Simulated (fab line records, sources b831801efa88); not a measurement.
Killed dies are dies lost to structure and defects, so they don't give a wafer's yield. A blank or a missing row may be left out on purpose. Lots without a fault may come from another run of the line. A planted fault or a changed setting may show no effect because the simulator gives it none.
fab line records | flow sky130
record lots=5 wafers=15 last_day=50
route steps=708 shown DNWELL@42 PWDE@45 NWELL@56 SONOS_ONO@180 PAD_OPEN@708
lots that met no fault: from a run of the same line without faults
start_h: hours from the record's first day to the start of the lot's first wafer shown | wait_h: hours since the lot's step before | " the same as in the row above | L1.1+2: a row that stands for several wafers | - no value, or no start given | * or withheld: withheld | < > ~ a bound
route shown NAME@n: a module of which the file shows steps, and the number in the route of the first | usual: mean/standard deviation of fault-free wafers | same: alike in all rows | chamber/n: place in a boat | sites: the reading at each site | _std_site: their standard deviation | _edge_site: outer sites' mean less inner sites' | radius_mm: how far each site lies from the wafer's centre | mask NAME#n: copy n | behind: the tool/chamber that last shaped the wafer | hold: why the lot was held/for how many hours/how that ended | device: the transistor (n, p or np) that didn't switch | end of line: the same wafers' tests at the end of the route | a step without rows: its recipe alone | killed: dies lost to structure and defects at the first sort, not the wafer's yield | map: a wafer's dies, x killed, . not, _ none there
set.NAME: the setting as run; set.NAME@STEP: as run at that earlier step | model.NAME: the simulator's own value behind a step, which no gauge read
lots at some steps of the route; a table a step, a row a wafer
services: from which hour (start_h, from the record's first day; less than 0 if before it) a tool's chamber was out of use, for how many hours, and why
## steps
# step SKY_DNWELL_IMPLANT_07
# recipe species=P energy_kev=withheld dose_cm2=withheld tilt_deg=withheld
# step SKY_DNWELL_STRIP_08
# recipe chemistry=O2/N2 power_w=1400 pressure_mtorr=1500 platen_temp_c=withheld o2_flow_sccm=3000 n2_flow_sccm=300 overash_fraction=0.5
# step SKY_PWDE_DEHYDRATE_00
# recipe temp_c=200 time_s=60
# step SKY_PWDE_HMDS_01
# recipe prime_time_s=60 prime_temp_c=120
# step SKY_PWDE_COAT_02
# recipe spin_rpm=2000 resist_thk_nm=3000
# step SKY_PWDE_SOFTBAKE_03
# recipe temp_c=110 time_s=withheld
# step SKY_PWDE_EXPOSE_04
# recipe mask_id=PWDEM na=0.6 source_shape=conventional sigma_outer=0.6 polarization=unpolarized target_cd_nm=840 dose_mj=218.2
# step SKY_PWDE_PEB_05
# recipe temp_c=115 time_s=withheld
# step SKY_PWDE_DEVELOP_06
# recipe wall_angle_deg=90 developer=TMAH develop_time_s=60 dev_temp_c=23
# step SKY_PWDE_IMPLANT_08
# recipe species=B energy_kev=150 dose_cm2=3.6e+12 tilt_deg=withheld
# step SKY_PWDE_STRIP_09
# recipe chemistry=O2/N2 power_w=1400 pressure_mtorr=1500 platen_temp_c=withheld o2_flow_sccm=3000 n2_flow_sccm=300 overash_fraction=0.5
# usual drypump_motor_current_A=5.9/0.39 oes_product_au=0.722/0.0049 strip_time_to_endpoint_s=36.94/0.1
# columns lot.wafer tool chamber start_h wait_h drypump_motor_current_A oes_product_au rf_hours_counter_h strip_time_to_endpoint_s
L825.1 plasma_asher-03 0 110.60 0.1 6.5 0.729 30 36.76
L825.3 " 0 " " 6.5 0.719 - 36.67
L825.5 " 1 " " 6.1 0.718 - 36.71
L830.1 plasma_asher-04 0 134.46 0.1 6.0 0.723 45 36.97
L830.4 " 1 " " 5.4 0.720 - 36.96
L830.6 " 0 " " 6.0 0.722 - 36.98
L837.1 plasma_asher-03 0 168.21 0.1 6.5 0.721 36 37.04
L837.4 " 0 " " 6.4 0.732 - 36.90
L837.5 " 1 " " 6.0 0.717 - 36.95
L839.3 plasma_asher-03 0 183.28 0.1 6.5 0.719 - 37.01
L839.5 " 0 " " 6.5 0.708 - 36.88
L839.6 " 1 " " 6.1 0.724 - 36.89
L841.1 plasma_asher-03 0 186.81 0.1 6.5 0.726 38 37.04
L841.4 " 0 " " 6.5 0.712 - 37.03
L841.6 " 0 " " 6.5 0.720 - 37.03
# step SKY_NWELL_DEHYDRATE_03
# recipe temp_c=200 time_s=60
# step SKY_NWELL_HMDS_04
# recipe prime_time_s=60 prime_temp_c=120
# step SKY_NWELL_COAT_05
# recipe spin_rpm=2000 resist_thk_nm=3000
# step SKY_NWELL_SOFTBAKE_06
# recipe temp_c=110 time_s=withheld
# step SKY_NWELL_EXPOSE_07
# recipe mask_id=NWM na=0.6 source_shape=conventional sigma_outer=0.6 polarization=unpolarized target_cd_nm=840 dose_mj=255
# step SKY_NWELL_PEB_08
# recipe temp_c=115 time_s=withheld
# step SKY_NWELL_DEVELOP_09
# recipe wall_angle_deg=90 developer=TMAH develop_time_s=60 dev_temp_c=23
# step SKY_NWELL_IMPLANT_11
# recipe species=P energy_kev=400 dose_cm2=1.9e+13 tilt_deg=withheld
# step SKY_NWELL_IMPLANT_12
# recipe species=P energy_kev=120 dose_cm2=1.3e+12 tilt_deg=withheld
# step SKY_NWELL_IMPLANT_13
# recipe species=P energy_kev=50 dose_cm2=7e+11 tilt_deg=withheld
# step SKY_NWELL_STRIP_14
# recipe chemistry=O2/N2 power_w=1400 pressure_mtorr=1500 platen_temp_c=withheld o2_flow_sccm=3000 n2_flow_sccm=300 overash_fraction=0.5
# step SKY_NWELL_DEHYDRATE_16
# recipe temp_c=200 time_s=60
# step SKY_NWELL_HMDS_17
# recipe prime_time_s=60 prime_temp_c=120
# step SKY_NWELL_COAT_18
# recipe spin_rpm=2000 resist_thk_nm=3000
# step SKY_NWELL_SOFTBAKE_19
# recipe temp_c=110 time_s=withheld
# step SKY_NWELL_EXPOSE_20
# recipe mask_id=NWM_COMPLEMENT na=0.6 source_shape=conventional sigma_outer=0.6 polarization=unpolarized target_cd_nm=840 dose_mj=260
# step SKY_NWELL_PEB_21
# recipe temp_c=115 time_s=withheld
# step SKY_NWELL_DEVELOP_22
# recipe wall_angle_deg=90 developer=TMAH develop_time_s=60 dev_temp_c=23
# step SKY_NWELL_IMPLANT_24
# recipe species=B energy_kev=140 dose_cm2=9.04e+12 tilt_deg=withheld
# step SKY_NWELL_STRIP_25
# recipe chemistry=O2/N2 power_w=1400 pressure_mtorr=1500 platen_temp_c=withheld o2_flow_sccm=3000 n2_flow_sccm=300 overash_fraction=0.5
# step SKY_NWELL_CLEAN_27
# recipe chemistry=SC1/SC2 mix=1:4:20 temp_c=70 time_s=150 dry=n2_spin
# step SKY_NWELL_RTA_28
# recipe temp_c=1050 time_s=30 idle_temp_c=650 ramp_up_c_per_s=150 ramp_down_c_per_s=90 ambient=N2
# step SKY_SONOS_ONO_DEVELOP_12
# recipe develop_time_s=60 dev_temp_c=24.08
# usual chill_plate_temp_C=23.00/0.11
# columns lot.wafer tool chamber start_h wait_h chill_plate_temp_C model.SONOS_ONO.cd_nm
L825.1 litho_track-04 0 338.76 0.1 22.95 412.6
L825.3 " 0 " " 22.95 411.3
L825.5 " 0 " " 22.69 411.4
L830.1 litho_track-02 0 374.02 0.1 22.95 411.1
L830.4 " 0 " " 22.90 409.7
L830.6 " 0 " " 23.05 409.2
L837.1 litho_track-01 0 425.73 0.1 22.96 440.1
L837.4 " 0 " " 23.02 442.2
L837.5 " 0 " " 22.98 441.5
L839.3 litho_track-02 0 444.47 0.1 22.90 441.6
L839.5 " 0 " " 22.99 442.3
L839.6 " 0 " " 22.97 443.3
L841.1 litho_track-02 0 457.67 0.1 23.03 441.5
L841.4 " 0 " " 23.06 441.9
L841.6 " 0 " " 23.20 440.9
# step SKY_SONOS_ONO_ETCH_15
# recipe target_depth_nm=19.52 chemistry=CHF3/O2 source_w=600 bias_w=200 pressure_mtorr=40 chf3_flow_sccm=50 O2_flow_sccm=5 time_s=7.8
# usual drypump_motor_current_A=5.8/0.33 oes_product_au=0.995/0.01 throttle_valve_pct=8.823/0.0099
# columns lot.wafer tool chamber start_h wait_h drypump_motor_current_A oes_product_au rf_hours_counter_h throttle_valve_pct model.SONOS_ONO.cd_nm
L825.1 rie_diel-04 0 339.06 0.0 6.3 0.992 5 8.826 412.5
L825.3 " 1 " " 6.0 0.997 67 8.832 411.2
L825.5 " 1 " " 6.0 1.000 - 8.828 411.3
L830.1 rie_diel-04 2 374.33 0.0 5.6 0.991 10 8.817 411.3
L830.4 " 0 " " 6.3 0.990 5 8.817 409.4
L830.6 " 3 " " 6.1 0.998 - 8.837 409.3
L837.1 rie_diel-02 0 426.04 0.0 5.3 0.991 98 8.824 440.1
L837.4 " 1 " " 5.7 0.998 - 8.833 442.4
L837.5 " 0 " " 5.4 0.990 - 8.821 441.4
L839.3 rie_diel-03 2 444.73 0.0 5.9 0.996 73 8.833 441.6
L839.5 " 3 " " 5.7 0.997 - 8.825 442.2
L839.6 " 2 " " 5.9 1.003 - 8.825 443.4
L841.1 rie_diel-03 3 457.98 0.0 5.7 0.996 88 8.809 441.3
L841.4 " 2 " " 5.9 0.996 - 8.806 441.9
L841.6 " 3 " " 5.7 0.985 - 8.800 440.9
# step SKY_PAD_OPEN_PROBE_99
# usual killed_at_M0_to_M3=44/6.8 killed_at_M4_up=3.1/1.8 killed_at_contacts=25/5.2 killed_at_front_end=15/4.1 killed_at_other=0.3/0.62 killed_dies=88/9.4 killed_open=48/7.1 killed_short=40/6.1
# same gross_dies=492 killed_at_back_side=0
# columns lot.wafer tool chamber start_h wait_h killed_at_M0_to_M3 killed_at_M4_up killed_at_contacts killed_at_front_end killed_at_other killed_dies killed_open killed_short
L825.1 prober-01 - 1116.80 0.1 36 2 21 23 0 82 49 33
L825.3 prober-01 - 1116.90 0.2 39 3 31 15 0 88 50 38
L825.5 prober-01 - 1117.00 0.2 40 1 20 13 0 74 39 35
L837.1 prober-01 - 1175.90 0.1 43 1 22 70 1 137 44 35
L837.4 prober-01 - 1176.05 0.2 40 4 18 57 2 121 36 39
L837.5 prober-01 - 1176.10 0.2 53 6 22 18 0 99 53 46
L839.3 prober-02 - 1186.08 0.2 40 2 19 64 0 125 36 39
L839.5 prober-02 - 1186.18 0.2 33 6 16 67 0 122 35 40
L841.1 prober-01 - 1192.00 0.1 43 2 15 64 1 125 43 31
L841.4 prober-01 - 1192.15 0.2 41 2 29 71 1 144 53 38
L841.6 prober-01 - 1192.25 0.2 42 3 23 60 1 129 51 31
# killed by level:class
L825.1 CONTACT:geometric_particle:open=8 FIELD_ISO:geometric_particle:open=7 LI_CONTACT:geometric_particle:open=7 METAL2:geometric_particle:short=7 VIA1:geometric_particle:open=6 VIA1:geometric_particle:short=6 POLY_GATE:geometric_particle:short=5 POLY_GATE:geometric_particle:open=5
L825.3 CONTACT:geometric_particle:open=10 VIA1:geometric_particle:open=10 LI_CONTACT:geometric_particle:open=9 VIA3:geometric_particle:open=7 LOCAL_INTERCONNECT:geometric_particle:short=6 FIELD_ISO:geometric_particle:short=5 FIELD_ISO:geometric_particle:open=4 VIA2:geometric_particle:open=4
L825.5 LI_CONTACT:geometric_particle:open=9 METAL1:geometric_particle:short=8 VIA1:geometric_particle:open=7 CONTACT:geometric_particle:open=6 FIELD_ISO:geometric_particle:short=5 VIA2:geometric_particle:short=5 VIA2:geometric_particle:open=5 VIA3:geometric_particle:open=5
L837.1 PWDE:unspecified=58 VIA1:geometric_particle:open=11 LI_CONTACT:geometric_particle:open=6 CONTACT:geometric_particle:open=6 VIA2:geometric_particle:open=6 METAL1:geometric_particle:short=5 VIA3:geometric_particle:open=5 METAL2:geometric_particle:short=4
L837.4 PWDE:unspecified=46 METAL1:geometric_particle:short=9 LI_CONTACT:geometric_particle:open=6 VIA1:geometric_particle:open=6 VIA3:geometric_particle:open=6 VIA1:geometric_particle:short=5 VIA2:geometric_particle:open=5 POLY_GATE:geometric_particle:short=4
L837.5 VIA1:geometric_particle:open=10 CONTACT:geometric_particle:open=9 METAL1:geometric_particle:short=9 VIA2:geometric_particle:open=8 VIA3:geometric_particle:open=6 VIA1:geometric_particle:short=5 METAL2:geometric_particle:short=5 FIELD_ISO:geometric_particle:open=4
L839.3 PWDE:unspecified=49 VIA1:geometric_particle:open=9 LOCAL_INTERCONNECT:geometric_particle:short=6 METAL2:geometric_particle:short=5 SPACER:geometric_particle:short=5 CONTACT:geometric_particle:open=5 VIA1:geometric_particle:short=5 VIA3:geometric_particle:short=5
L839.5 PWDE:unspecified=47 FIELD_ISO:geometric_particle:open=8 VIA3:geometric_particle:open=8 FIELD_ISO:geometric_particle:short=5 LOCAL_INTERCONNECT:geometric_particle:short=5 CONTACT:geometric_particle:open=5 METAL1:geometric_particle:short=5 METAL4:geometric_particle:short=5
L841.1 PWDE:unspecified=50 VIA1:geometric_particle:open=12 CONTACT:geometric_particle:open=11 VIA1:geometric_particle:short=6 VIA2:geometric_particle:open=6 VIA3:geometric_particle:open=6 FIELD_ISO:geometric_particle:open=4 FIELD_ISO:geometric_particle:short=3
L841.4 PWDE:unspecified=53 CONTACT:geometric_particle:open=12 LI_CONTACT:geometric_particle:open=10 METAL1:geometric_particle:short=8 FIELD_ISO:geometric_particle:short=6 POLY_GATE:geometric_particle:open=6 VIA3:geometric_particle:open=6 VIA2:geometric_particle:open=6
L841.6 PWDE:unspecified=46 CONTACT:geometric_particle:open=11 VIA3:geometric_particle:open=8 VIA1:geometric_particle:open=8 VIA2:geometric_particle:open=7 LI_CONTACT:geometric_particle:open=5 METAL2:geometric_particle:short=5 FIELD_ISO:geometric_particle:open=4
# map L837.1 (x killed, . not)
__________........x._________
________.............x_______
______.x....x..........._____
_____.x.x.xx.............____
____.x..x.......x...x.....___
___.....xx....x...........x__
__..........x..........x...._
_.xxx...x.....x.x.xx...xx....
_x.....x...x...x....x..x.xxx.
_..................x.........
_...x..x.x.x......x.x.x....x.
_.....xx..x.x..............x.
_.......x.x.x...x.x.x.......x
_.x...xxxxxxxxx..x...........
_x..x..xxxxx.x..x....x.xx....
__x..xxxxxxxxxxxx........x.x_
___..xxxxxxxxxx............__
____xxxxxxxxxxxx......x...___
_____x.xxxxxxxxx.....x..x____
______...x.x............_____
________....x........x_______
__________x.....x..._________
# map L839.3 (x killed, . not)
__________.....xx..._________
________...xxx.x......_______
______..........x......._____
_____x......x............____
____.........x.....x......___
___x...x.x.x.x.........x.x.__
__...x.............x.x.....x_
_.......x....x..x....x.......
_..x.......xxx.x.......x....x
_............x......x.x.x.x..
_..x.......x.........x....x..
_........xx.....xx...x....x.x
_..x.xx.x.xxx.....x..........
_......xxxxxx.x..............
_....xxxxxxxx.x.x.x.x.x......
__.....xxxxxxx.x.xx......x.x_
___.xxxxxxxxxx.x..x........__
____x..xxxxxxxx...........___
_____.x.xxxxxx...........____
______x.xxx..x....x....._____
________.............._______
__________...xx....._________
## services
# columns tool chamber start_h hours kind
rie_diel-02 - 112.60 2.8 pm
rie_diel-03 - 155.93 4.6 repair
plasma_asher-04 - 158.49 7.1 repair
plasma_asher-04 - 165.04 4.0 repair
rie_diel-03 - 178.61 0.7 repair
rie_diel-03 - 190.66 0.3 repair
plasma_asher-03 - 199.98 0.7 repair
litho_track-04 - 210.44 - consumable_replace:filter
plasma_asher-03 - 212.78 2.8 pm
rie_diel-02 3 217.33 4.2 repair
rie_diel-02 - 239.45 4.7 repair
plasma_asher-03 - 247.36 3.9 repair
rie_diel-04 2 308.53 7.5 repair
litho_track-02 - 309.27 - consumable_replace:filter
rie_diel-03 1 323.88 3.8 repair
rie_diel-02 1 334.28 - clean
rie_diel-02 1 334.28 17.8 scheduled_down
rie_diel-02 1 334.28 17.8 vent_cycle
rie_diel-03 - 342.79 0.3 repair
rie_diel-04 3 400.14 - clean
rie_diel-04 3 400.14 27.2 scheduled_down
rie_diel-04 3 400.14 27.2 vent_cycle
rie_diel-03 1 409.66 49.7 repair
plasma_asher-04 - 423.73 0.3 repair
## key
first_sign step=SKY_PAD_OPEN_PROBE_99 reading=killed_at_front_end direction=up sigmas=12 usual=15 struck=65
effect step=SKY_PAD_OPEN_PROBE_99 reading=killed_dies direction=up sigmas=4.4 usual=88 struck=129
model_effect step=SKY_SONOS_ONO_DEVELOP_12 value=SONOS_ONO.cd_nm without=408.5 struck=441.5
model_effect step=SKY_SONOS_ONO_ETCH_15 value=SONOS_ONO.cd_nm without=408.5 struck=441.5
met_at SKY_PWDE_STRIP_09
struck_wafers L837.1,L837.4,L839.3,L839.5,L841.1,L841.4,L841.6
tester_left_out L837,L839,L841
loop_trim step=SKY_SONOS_ONO_EXPOSE_10 setting=dose lots=L837,L839,L841
onset_between 110.60 168.21
fault kind=chamber_particle_source tool=plasma_asher-03 chamber=0 onset_h=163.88 steps=SKY_PWDE_STRIP_09 rate_per_visit_cm2=0.78472 end_h=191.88
# tester_left_out: of these lots the tester's yield and bins aren't shown, on N5 and GAA mostly nor the transistor test; their killed dies are dies lost to structure and defects alone, not to doping, threshold or leakage, so they don't give the yield
# loop_trim: a control loop set the setting to another value than it would have without faults
